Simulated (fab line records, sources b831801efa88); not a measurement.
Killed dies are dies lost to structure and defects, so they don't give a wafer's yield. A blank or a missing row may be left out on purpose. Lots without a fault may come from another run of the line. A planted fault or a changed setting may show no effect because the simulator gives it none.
A struck lot beside a sound one | flow gf180mcu | 15 steps out of a route of 602
Sound: wafers L638.2, L638.4, L638.6. Struck: wafers L651.1, L651.5, L651.6. The cause comes at the end.
At each step with rows: each side's tool, then ch and its chambers, then its first start. Under that, the readings that differ: sound wafers | struck wafers | difference of the means | sigmas: that difference in standard deviations of wafers without a fault.
alike: readings whose means differ by less than 2 such deviations, and words and numbers that are the same on both sides. not compared: withheld readings, readings that some wafer has no value for, bounds like >300 that may hide the same value, and numbers for which the record gives no deviation and whose values overlap.
The two part at a step that has a row with sigmas, a row that says differs or no value, or rows on one side only. Numbers that don't overlap but have no deviation are shown without sigmas and don't part them. A reading that every wafer of one side lacks parts them only if that side has two wafers or more.

first, 4 steps without rows for these wafers: GF_TOP_METAL_SOFTBAKE_10 (time 60 s); GF_TOP_METAL_EXPOSE_11 (exposes mask MetalTop, target cd 440 nm); GF_TOP_METAL_PEB_12; GF_TOP_METAL_DEVELOP_13 (develop time 60 s).
GF_TOP_METAL_CD_MEAS_14: target cd 440 nm.
  sound on cd_sem-02, day 28 02:34; struck on cd_sem-02, day 31 22:48
  alike: cd_nm
GF_TOP_METAL_OVL_MEAS_15:
  sound on overlay-02, day 28 02:40; struck on overlay-02, day 31 22:55
  alike: TOP_METAL_OVL
GF_TOP_METAL_METAL_ETCH_16: etches the open film in Cl2/BCl3, stops on SiO2, target depth 1197 nm, time 199.5 s.
  sound on rie_metal-04 ch 1, day 28 02:42; struck on rie_metal-03 ch 0,1, day 31 22:58
  alike: bias_w, drypump_motor_current_A, oes_product_au, throttle_valve_pct
  not compared: rf_hours_counter_h
GF_TOP_METAL_STRIP_17: strips in O2/N2.
  sound on plasma_asher-03 ch 0,1, day 28 02:53; struck on plasma_asher-04 ch 0,1, day 31 23:09
  alike: drypump_motor_current_A, heater_power_w, n2_flow_sccm, oes_product_au, strip_time_to_endpoint_s
  not compared: rf_hours_counter_h
then, 2 steps without rows for these wafers: GF_TOP_METAL_STRIP_18 (strips in post etch residue remover, time 1200 s); GF_TOP_METAL_CLEAN_19 (cleans in DIW).
GF_PASSIVATION_CVD_00: deposits SiO2 from TEOS, target thk 1000 nm, time 111.95 s.
  sound on pecvd-01 ch 0,1, day 28 03:28; struck on pecvd-01 ch 1,2, day 31 23:43
  alike: heater_power_w
  not compared: since_wet_clean_h
GF_PASSIVATION_THK_MEAS_01:
  sound on film_metro-01, day 28 03:33; struck on film_metro-04, day 31 23:47
  alike: PASSIVATION_CVD_00_THK
GF_PASSIVATION_CVD_02: deposits Si3N4, target thk 700 nm, time 486.18 s.
  sound on pecvd-04 ch 0,2, day 28 03:36; struck on pecvd-03 ch 0,1,2, day 31 23:51
  reading                                       | sound         | struck            | difference | sigmas
  model.Si3N4_of_PASSIVATION_CVD_02.thk_nm (nm) | 698.5 698 691 | 824.7 829.6 831.2 | +132.7     |
  alike: heater_power_w
  not compared: since_wet_clean_h
GF_PASSIVATION_THK_MEAS_03:
  sound on film_metro-04, day 28 03:53; struck on film_metro-04, day 32 00:08
  reading                     | sound       | struck      | difference | sigmas
  PASSIVATION_CVD_02_THK (nm) | 699 697 691 | 825 830 831 | +133       | +14
then, 1 step without rows for these wafers: GF_PASSIVATION_DEHYDRATE_04 (time 60 s).

WHERE THEY PART
Only at GF_PASSIVATION_THK_MEAS_03, within this record.

WHY: what the simulator had put in
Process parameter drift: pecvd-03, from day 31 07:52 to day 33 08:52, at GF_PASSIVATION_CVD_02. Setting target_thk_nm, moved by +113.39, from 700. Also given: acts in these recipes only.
